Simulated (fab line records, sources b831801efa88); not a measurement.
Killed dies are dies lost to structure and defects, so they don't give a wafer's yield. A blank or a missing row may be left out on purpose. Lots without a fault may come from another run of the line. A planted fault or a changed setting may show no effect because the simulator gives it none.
fab line records | flow sky130 | part 1 of 2: steps 1 to 29 of 43
record lots=5 wafers=15 last_day=49
route steps=708 shown VT_ADJUST_NCORE@123 VT_ADJUST_HVTR@131 VT_ADJUST_PCH@143 SONOS_TUNNEL@154
lots that met no fault: from a run of the same line without faults
start_h: hours from the record's first day to the start of the lot's first wafer shown | wait_h: hours since the lot's step before | " the same as in the row above | L1.1+2: a row that stands for several wafers | - no value, or no start given | * or withheld: withheld | < > ~ a bound
route shown NAME@n: a module of which the file shows steps, and the number in the route of the first | usual: mean/standard deviation of fault-free wafers | same: alike in all rows | chamber/n: place in a boat | sites: the reading at each site | _std_site: their standard deviation | _edge_site: outer sites' mean less inner sites' | radius_mm: how far each site lies from the wafer's centre | mask NAME#n: copy n | behind: the tool/chamber that last shaped the wafer | hold: why the lot was held/for how many hours/how that ended | device: the transistor (n, p or np) that didn't switch | end of line: the same wafers' tests at the end of the route | a step without rows: its recipe alone | killed: dies lost to structure and defects at the first sort, not the wafer's yield | map: a wafer's dies, x killed, . not, _ none there
set.NAME: the setting as run; set.NAME@STEP: as run at that earlier step | model.NAME: the simulator's own value behind a step, which no gauge read
lots at some steps of the route; a table a step, a row a wafer
services: from which hour (start_h, from the record's first day; less than 0 if before it) a tool's chamber was out of use, for how many hours, and why
## steps
# step SKY_VT_ADJUST_NCORE_EXPOSE_04
# recipe mask_id=LVTN_COMPLEMENT_THIN na=0.6 source_shape=conventional sigma_outer=0.6 polarization=unpolarized target_cd_nm=380 dose_mj=139
# columns lot.wafer tool chamber start_h wait_h mask
L074.1+2+6 iline_stepper-02 0 - - LVTN_COMPLEMENT_THIN#0
L077.1+3+6 iline_stepper-02 0 - - LVTN_COMPLEMENT_THIN#0
L084.2+3+5 iline_stepper-02 0 - - LVTN_COMPLEMENT_THIN#0
L086.1+2+4 iline_stepper-02 0 - - LVTN_COMPLEMENT_THIN#0
L093.1+3+5 iline_stepper-02 0 - - LVTN_COMPLEMENT_THIN#0
# step SKY_VT_ADJUST_NCORE_PEB_05
# recipe temp_c=withheld time_s=* resist=NOVOLAK
# same time_s=*
# columns lot.wafer tool chamber start_h wait_h
L074.1+2+6 litho_track-04 0 - -
L077.1+3+6 litho_track-02 0 - -
L084.2+3+5 litho_track-01 0 - -
L086.1+2+4 litho_track-01 0 - -
L093.1+3+5 litho_track-01 0 - -
# step SKY_VT_ADJUST_NCORE_DEVELOP_06
# recipe resist=NOVOLAK developer=TMAH develop_time_s=60 dev_temp_c=23
# same develop_time_s=60
# columns lot.wafer tool chamber start_h wait_h
L074.1+2+6 litho_track-04 0 180.71 0.1
L077.1+3+6 litho_track-02 0 211.80 0.1
L084.2+3+5 litho_track-01 0 251.71 0.1
L086.1+2+4 litho_track-01 0 267.18 0.1
L093.1+3+5 litho_track-01 0 317.28 0.1
# step SKY_VT_ADJUST_NCORE_CD_MEAS_07
# recipe target_cd_nm=380
# usual cd_nm=379.6/2.8
# columns lot.wafer tool chamber start_h wait_h cd_nm
L074.1 cd_sem-02 - 180.86 0.1 382.7
L074.2 " - " " 384.7
L074.6 " - " " 385.3
L077.1 cd_sem-02 - 211.95 0.1 381.7
L077.3 " - " " 381.0
L077.6 " - " " 382.0
L084.2 cd_sem-02 - 251.85 0.1 384.4
L084.3 " - " " 387.6
L084.5 " - " " 388.1
L086.1 cd_sem-01 - 267.33 0.1 378.0
L086.2 " - " " 378.2
L086.4 " - " " 378.3
L093.1 cd_sem-01 - 317.43 0.1 373.0
L093.3 " - " " 377.0
L093.5 " - " " 374.7
# step SKY_VT_ADJUST_NCORE_OVL_MEAS_08
# usual VT_ADJUST_NCORE_OVL=-0.2/1.4
# columns lot.wafer tool chamber start_h wait_h VT_ADJUST_NCORE_OVL[nm]
L074.1 overlay-01 - 180.98 0.1 -0.9
L074.2 " - " " -1.2
L074.6 " - " " -2.4
L077.1 overlay-01 - 212.07 0.1 -1.5
L077.3 " - " " 0.5
L077.6 " - " " 0.7
L084.2 overlay-01 - 251.96 0.1 -1.5
L084.3 " - " " -0.4
L084.5 " - " " -0.8
L086.1 overlay-02 - 267.45 0.1 -1.1
L086.2 " - " " -1.1
L086.4 " - " " -0.9
L093.1 overlay-01 - 317.55 0.1 -1.6
L093.3 " - " " -1.4
L093.5 " - " " -1.5
# step SKY_VT_ADJUST_NCORE_IMPLANT_09
# recipe species=B energy_kev=10 dose_cm2=2.4e+12 tilt_deg=withheld
# columns lot.wafer tool chamber start_h wait_h
L074.1+2+6 implanter-01 0 181.02 0.0
L077.1+3+6 implanter-01 0 212.11 0.0
L084.2+3+5 implanter-04 0 252.01 0.0
L086.1+2+4 implanter-01 0 267.49 0.0
L093.1+3+5 implanter-01 0 317.59 0.0
# step SKY_VT_ADJUST_NCORE_STRIP_10
# recipe chemistry=O2/N2 power_w=1400 pressure_mtorr=1500 platen_temp_c=withheld o2_flow_sccm=3000 n2_flow_sccm=300 overash_fraction=0.5
# usual chamber_pressure_mTorr=1500.0/1.3 drypump_motor_current_A=5.29/0.28 n2_flow_sccm=300.0/0.81 oes_product_au=0.715/0.0043 strip_time_to_endpoint_s=14.18/0.042
# columns lot.wafer tool chamber start_h wait_h chamber_pressure_mTorr drypump_motor_current_A n2_flow_sccm oes_product_au rf_hours_counter_h strip_time_to_endpoint_s
L074.1 plasma_asher-03 0 181.17 0.1 1502.3 5.62 300.2 0.712 6 14.20
L074.2 " 1 " " 1500.6 5.70 301.6 0.719 6 14.20
L074.6 " 0 " " 1500.0 5.61 299.8 0.717 - 14.16
L077.1 plasma_asher-03 0 212.26 0.1 1499.0 5.59 299.8 0.715 9 14.16
L077.3 " 0 " " 1501.1 5.58 300.1 0.722 - 14.21
L077.6 " 1 " " 1498.1 5.70 300.9 0.720 - 14.19
L084.2 plasma_asher-01 1 252.14 0.1 1499.6 4.87 300.8 0.712 44 14.17
L084.3 " 1 " " 1500.0 4.87 300.4 0.721 - 14.16
L084.5 " 1 " " 1499.5 4.87 299.9 0.716 - 14.16
L086.1 plasma_asher-01 0 267.64 0.1 1499.1 5.43 298.1 0.724 46 14.22
L086.2 " 1 " " 1499.7 4.86 299.2 0.718 46 14.26
L086.4 " 0 " " 1500.6 5.44 299.6 0.710 - 14.27
L093.1 plasma_asher-01 1 317.74 0.1 1503.3 4.87 301.3 0.706 50 14.19
L093.3 " 0 " " 1497.6 5.42 299.7 0.718 - 14.16
L093.5 " 1 " " 1500.0 4.89 301.1 0.717 - 14.18
# step SKY_VT_ADJUST_NCORE_TW_MEAS_11
# usual VT_ADJUST_NCORE_TW=221.1/1.1
# columns lot.wafer tool chamber start_h wait_h VT_ADJUST_NCORE_TW
L074.1 film_metro-03 - 181.27 0.1 222.2
L074.2 " - " " 222.3
L074.6 " - " " 221.2
L077.1 film_metro-02 - 212.36 0.1 222.5
L077.3 " - " " 221.1
L077.6 " - " " 221.5
L084.2 film_metro-03 - 252.25 0.1 220.6
L084.3 " - " " 220.8
L084.5 " - " " 221.1
L086.1 film_metro-03 - 267.74 0.1 220.2
L086.2 " - " " 220.7
L086.4 " - " " 219.9
L093.1 film_metro-04 - 317.84 0.1 223.7
L093.3 " - " " 222.1
L093.5 " - " " 222.4
# step SKY_VT_ADJUST_HVTR_DEHYDRATE_00
# recipe temp_c=200 time_s=60
# usual plate_temp_C=199.99/0.15
# same time_s=60
# columns lot.wafer tool chamber start_h wait_h plate_temp_C
L074.1 litho_track-03 0 191.35 10.1 199.96
L074.2 " 0 " " 199.57
L074.6 " 0 " " 199.70
L077.1 litho_track-01 0 223.03 10.7 200.17
L077.3 " 0 " " 200.02
L077.6 " 0 " " 200.29
L084.2 litho_track-03 0 263.93 11.7 199.93
L084.3 " 0 " " 200.16
L084.5 " 0 " " 199.90
L086.1 litho_track-04 0 279.11 11.4 200.06
L086.2 " 0 " " 200.25
L086.4 " 0 " " 200.11
L093.1 litho_track-04 0 330.01 12.2 200.05
L093.3 " 0 " " 200.15
L093.5 " 0 " " 199.94
# step SKY_VT_ADJUST_HVTR_HMDS_01
# recipe prime_time_s=60 prime_temp_c=120
# columns lot.wafer tool chamber start_h wait_h
L074.1+2+6 litho_track-03 0 191.50 0.1
L077.1+3+6 litho_track-01 0 223.18 0.1
L084.2+3+5 litho_track-03 0 264.08 0.1
L086.1+2+4 litho_track-04 0 279.26 0.1
L093.1+3+5 litho_track-04 0 330.16 0.1
# step SKY_VT_ADJUST_HVTR_COAT_02
# recipe resist=NOVOLAK spin_rpm=3000 resist_thk_nm=1140
# columns lot.wafer tool chamber start_h wait_h
L074.1+2+6 litho_track-03 0 191.65 0.1
L077.1+3+6 litho_track-01 0 223.33 0.1
L084.2+3+5 litho_track-03 0 264.23 0.1
L086.1+2+4 litho_track-04 0 279.41 0.1
L093.1+3+5 litho_track-04 0 330.31 0.1
# step SKY_VT_ADJUST_HVTR_SOFTBAKE_03
# recipe temp_c=90 time_s=60 resist=NOVOLAK
# usual plate_temp_C=90.00/0.13
# same time_s=60
# columns lot.wafer tool chamber start_h wait_h plate_temp_C
L074.1 litho_track-03 0 191.80 0.1 90.15
L074.2 " 0 " " 90.10
L074.6 " 0 " " 90.31
L077.1 litho_track-01 0 223.48 0.1 89.99
L077.3 " 0 " " 89.87
L077.6 " 0 " " 89.97
L084.2 litho_track-03 0 264.38 0.1 90.03
L084.3 " 0 " " 89.95
L084.5 " 0 " " 89.89
L086.1 litho_track-04 0 279.56 0.1 90.10
L086.2 " 0 " " 90.17
L086.4 " 0 " " 90.26
L093.1 litho_track-04 0 330.46 0.1 89.88
L093.3 " 0 " " 89.85
L093.5 " 0 " " 89.80
# step SKY_VT_ADJUST_HVTR_EXPOSE_04
# recipe mask_id=HVTRM target_cd_nm=380 na=0.6 source_shape=conventional sigma_outer=0.6 dose_mj=150
# columns lot.wafer tool chamber start_h wait_h mask
L074.1+2+6 iline_stepper-01 0 - - HVTRM#0
L077.1+3+6 iline_stepper-02 0 - - HVTRM#0
L084.2+3+5 iline_stepper-02 0 - - HVTRM#0
L086.1+2+4 iline_stepper-02 0 - - HVTRM#0
L093.1+3+5 iline_stepper-02 0 - - HVTRM#0
# step SKY_VT_ADJUST_HVTR_PEB_05
# recipe temp_c=withheld time_s=* resist=NOVOLAK
# same time_s=*
# columns lot.wafer tool chamber start_h wait_h
L074.1+2+6 litho_track-03 0 - -
L077.1+3+6 litho_track-03 0 - -
L084.2+3+5 litho_track-01 0 - -
L086.1+2+4 litho_track-03 0 - -
L093.1+3+5 litho_track-04 0 - -
# step SKY_VT_ADJUST_HVTR_DEVELOP_06
# recipe develop_time_s=60 dev_temp_c=23
# same develop_time_s=60
# columns lot.wafer tool chamber start_h wait_h
L074.1+2+6 litho_track-03 0 202.15 0.1
L077.1+3+6 litho_track-03 0 235.05 0.1
L084.2+3+5 litho_track-01 0 276.26 0.1
L086.1+2+4 litho_track-03 0 291.85 0.1
L093.1+3+5 litho_track-04 0 344.26 0.1
# step SKY_VT_ADJUST_HVTR_CD_MEAS_07
# recipe target_cd_nm=380
# usual cd_nm=380.0/2.3
# columns lot.wafer tool chamber start_h wait_h cd_nm
L074.1 cd_sem-01 - 202.30 0.1 382.4
L074.2 " - " " 383.5
L074.6 " - " " 379.7
L077.1 cd_sem-02 - 235.20 0.1 382.3
L077.3 " - " " 382.7
L077.6 " - " " 382.0
L084.2 cd_sem-02 - 276.40 0.1 376.8
L084.3 " - " " 379.8
L084.5 " - " " 380.0
L086.1 cd_sem-01 - 292.00 0.1 384.3
L086.2 " - " " 381.9
L086.4 " - " " 384.8
L093.1 cd_sem-02 - 344.41 0.1 380.7
L093.3 " - " " 379.0
L093.5 " - " " 378.9
# step SKY_VT_ADJUST_HVTR_OVL_MEAS_08
# usual VT_ADJUST_HVTR_OVL=0.9/1.3
# columns lot.wafer tool chamber start_h wait_h VT_ADJUST_HVTR_OVL[nm]
L074.1 overlay-01 - 202.42 0.1 -1.0
L074.2 " - " " -1.4
L074.6 " - " " -2.3
L077.1 overlay-02 - 235.32 0.1 0.9
L077.3 " - " " -0.6
L077.6 " - " " 2.0
L084.2 overlay-02 - 276.51 0.1 -0.2
L084.3 " - " " 0.9
L084.5 " - " " 1.1
L086.1 overlay-02 - 292.12 0.1 -0.1
L086.2 " - " " -0.8
L086.4 " - " " -0.5
L093.1 overlay-01 - 344.53 0.1 1.1
L093.3 " - " " 0.4
L093.5 " - " " 0.9
# step SKY_VT_ADJUST_HVTR_IMPLANT_09
# recipe species=B energy_kev=10 dose_cm2=2.1e+12 tilt_deg=withheld
# columns lot.wafer tool chamber start_h wait_h
L074.1+2+6 implanter-04 0 202.46 0.0
L077.1+3+6 implanter-04 0 235.36 0.0
L084.2+3+5 implanter-03 0 276.56 0.0
L086.1+2+4 implanter-02 0 292.16 0.0
L093.1+3+5 implanter-04 0 344.57 0.0
# step SKY_VT_ADJUST_HVTR_STRIP_10
# recipe chemistry=O2/N2 power_w=1400 pressure_mtorr=1500 platen_temp_c=withheld o2_flow_sccm=3000 n2_flow_sccm=300 overash_fraction=0.5
# usual chamber_pressure_mTorr=1499.9/1.3 drypump_motor_current_A=5.5/0.31 n2_flow_sccm=299.9/0.91 oes_product_au=0.715/0.0043 strip_time_to_endpoint_s=14.18/0.045
# columns lot.wafer tool chamber start_h wait_h chamber_pressure_mTorr drypump_motor_current_A n2_flow_sccm oes_product_au rf_hours_counter_h strip_time_to_endpoint_s
L074.1 plasma_asher-03 1 202.61 0.1 1498.1 5.7 300.1 0.706 9 14.16
L074.2 " 0 " " 1499.2 5.6 299.9 0.717 9 14.16
L074.6 " 1 " " 1499.4 5.8 299.4 0.709 - 14.16
L077.1 plasma_asher-04 1 235.51 0.1 1500.7 5.4 300.5 0.713 55 14.19
L077.3 " 0 " " 1499.0 5.1 300.4 0.725 - 14.16
L077.6 " 0 " " 1497.7 5.1 300.1 0.717 - 14.17
L084.2 plasma_asher-03 1 276.69 0.1 1499.9 5.7 298.9 0.720 16 14.26
L084.3 " 0 " " 1500.1 5.6 298.5 0.706 - 14.21
L084.5 " 1 " " 1501.0 5.7 299.9 0.720 - 14.19
L086.1 plasma_asher-04 0 292.31 0.1 1498.9 5.1 299.7 0.722 60 14.17
L086.2 " 1 " " 1503.0 5.4 299.5 0.713 60 14.15
L086.4 " 0 " " 1501.2 5.1 299.8 0.721 - 14.20
L093.1 plasma_asher-02 0 344.72 0.1 1501.5 6.0 300.4 0.714 64 14.21
L093.3 " 0 " " 1501.4 6.0 302.1 0.716 - 14.22
L093.5 " 0 " " 1502.2 6.0 301.1 0.711 - 14.23
# step SKY_VT_ADJUST_HVTR_TW_MEAS_11
# usual VT_ADJUST_HVTR_TW=212.4/0.8
# columns lot.wafer tool chamber start_h wait_h VT_ADJUST_HVTR_TW
L074.1 film_metro-04 - 202.71 0.1 210.9
L074.2 " - " " 212.0
L074.6 " - " " 211.7
L077.1 film_metro-04 - 235.61 0.1 212.9
L077.3 " - " " 213.7
L077.6 " - " " 213.0
L084.2 film_metro-02 - 276.80 0.1 213.5
L084.3 " - " " 213.2
L084.5 " - " " 213.6
L086.1 film_metro-01 - 292.41 0.1 212.4
L086.2 " - " " 212.5
L086.4 " - " " 211.6
L093.1 film_metro-04 - 344.82 0.1 212.2
L093.3 " - " " 212.0
L093.5 " - " " 212.4
# step SKY_VT_ADJUST_PCH_DEHYDRATE_00
# recipe temp_c=200 time_s=60
# usual plate_temp_C=199.99/0.16
# same time_s=60
# columns lot.wafer tool chamber start_h wait_h plate_temp_C
L074.1 litho_track-02 0 212.55 9.8 199.89
L074.2 " 0 " " 199.91
L074.6 " 0 " " 199.59
L077.1 litho_track-03 0 246.35 10.7 199.94
L077.3 " 0 " " 199.87
L077.6 " 0 " " 200.02
L084.2 litho_track-02 0 288.38 11.6 200.17
L084.3 " 0 " " 200.12
L084.5 " 0 " " 199.94
L086.1 litho_track-02 0 304.30 11.9 199.90
L086.2 " 0 " " 200.05
L086.4 " 0 " " 200.01
L093.1 litho_track-03 0 357.30 12.5 200.26
L093.3 " 0 " " 200.14
L093.5 " 0 " " 200.09
# step SKY_VT_ADJUST_PCH_HMDS_01
# recipe prime_time_s=60 prime_temp_c=120
# columns lot.wafer tool chamber start_h wait_h
L074.1+2+6 litho_track-02 0 212.70 0.1
L077.1+3+6 litho_track-03 0 246.50 0.1
L084.2+3+5 litho_track-02 0 288.53 0.1
L086.1+2+4 litho_track-02 0 304.45 0.1
L093.1+3+5 litho_track-03 0 357.45 0.1
# step SKY_VT_ADJUST_PCH_COAT_02
# recipe spin_rpm=2000 resist_thk_nm=3000
# columns lot.wafer tool chamber start_h wait_h
L074.1+2+6 litho_track-02 0 212.85 0.1
L077.1+3+6 litho_track-03 0 246.65 0.1
L084.2+3+5 litho_track-02 0 288.68 0.1
L086.1+2+4 litho_track-02 0 304.60 0.1
L093.1+3+5 litho_track-03 0 357.60 0.1
# step SKY_VT_ADJUST_PCH_SOFTBAKE_03
# recipe temp_c=110 time_s=withheld
# usual plate_temp_C=110.00/0.13
# columns lot.wafer tool chamber start_h wait_h plate_temp_C
L074.1 litho_track-02 0 213.00 0.1 109.85
L074.2 " 0 " " 109.71
L074.6 " 0 " " 110.05
L077.1 litho_track-03 0 246.80 0.1 109.88
L077.3 " 0 " " 109.99
L077.6 " 0 " " 109.91
L084.2 litho_track-02 0 288.83 0.1 109.82
L084.3 " 0 " " 109.86
L084.5 " 0 " " 109.85
L086.1 litho_track-02 0 304.75 0.1 110.07
L086.2 " 0 " " 110.08
L086.4 " 0 " " 109.98
L093.1 litho_track-03 0 357.75 0.1 109.89
L093.3 " 0 " " 109.94
L093.5 " 0 " " 110.00
# step SKY_VT_ADJUST_PCH_EXPOSE_04
# recipe mask_id=NWM na=0.6 source_shape=conventional sigma_outer=0.6 polarization=unpolarized target_cd_nm=840 dose_mj=255
# columns lot.wafer tool chamber start_h wait_h mask
L074.1+2+6 iline_stepper-02 0 - - NWM#0
L077.1+3+6 iline_stepper-01 0 - - NWM#0
L084.2+3+5 iline_stepper-01 0 - - NWM#0
L086.1+2+4 iline_stepper-01 0 - - NWM#0
L093.1+3+5 iline_stepper-02 0 - - NWM#0
# step SKY_VT_ADJUST_PCH_PEB_05
# recipe temp_c=115 time_s=withheld
# usual plate_temp_C=115.03/0.13
# columns lot.wafer tool chamber start_h wait_h plate_temp_C
L074.1 litho_track-03 0 - - 115.03
L074.2 " 0 " " 115.04
L074.6 " 0 " " 115.12
L077.1 litho_track-02 0 - - 114.98
L077.3 " 0 " " 114.78
L077.6 " 0 " " 115.05
L084.2 litho_track-04 0 - - 115.04
L084.3 " 0 " " 115.02
L084.5 " 0 " " 115.02
L086.1 litho_track-04 0 - - 115.05
L086.2 " 0 " " 115.01
L086.4 " 0 " " 115.02
L093.1 litho_track-04 0 - - 114.80
L093.3 " 0 " " 114.87
L093.5 " 0 " " 115.10
# step SKY_VT_ADJUST_PCH_DEVELOP_06
# recipe wall_angle_deg=90 developer=TMAH develop_time_s=60 dev_temp_c=23
# same develop_time_s=60
# columns lot.wafer tool chamber start_h wait_h
L074.1+2+6 litho_track-03 0 - -
L077.1+3+6 litho_track-02 0 - -
L084.2+3+5 litho_track-04 0 - -
L086.1+2+4 litho_track-04 0 - -
L093.1+3+5 litho_track-04 0 - -
# step SKY_VT_ADJUST_PCH_OVL_MEAS_07
# usual VT_ADJUST_PCH_OVL=0.6/1.4
# columns lot.wafer tool chamber start_h wait_h VT_ADJUST_PCH_OVL[nm]
L074.1 overlay-02 - 224.15 - 3.4
L074.2 " - " " 2.0
L074.6 " - " " 4.0
L077.1 overlay-01 - 258.50 - 2.6
L077.3 " - " " 1.1
L077.6 " - " " 0.9
L084.2 overlay-02 - 301.12 - 0.7
L084.3 " - " " 1.1
L084.5 " - " " 0.2
L086.1 overlay-02 - 318.01 - -0.5
L086.2 " - " " -0.3
L086.4 " - " " 0.0
L093.1 overlay-02 - 372.01 - -0.4
L093.3 " - " " 1.6
L093.5 " - " " -0.1
# step SKY_VT_ADJUST_PCH_IMPLANT_08
# recipe species=B energy_kev=10 dose_cm2=5e+11 tilt_deg=withheld
# columns lot.wafer tool chamber start_h wait_h
L074.1+2+6 implanter-02 0 224.19 0.0
L077.1+3+6 implanter-01 0 258.54 0.0
L084.2+3+5 implanter-02 0 301.18 0.0
L086.1+2+4 implanter-03 0 318.05 0.0
L093.1+3+5 implanter-03 0 372.05 0.0
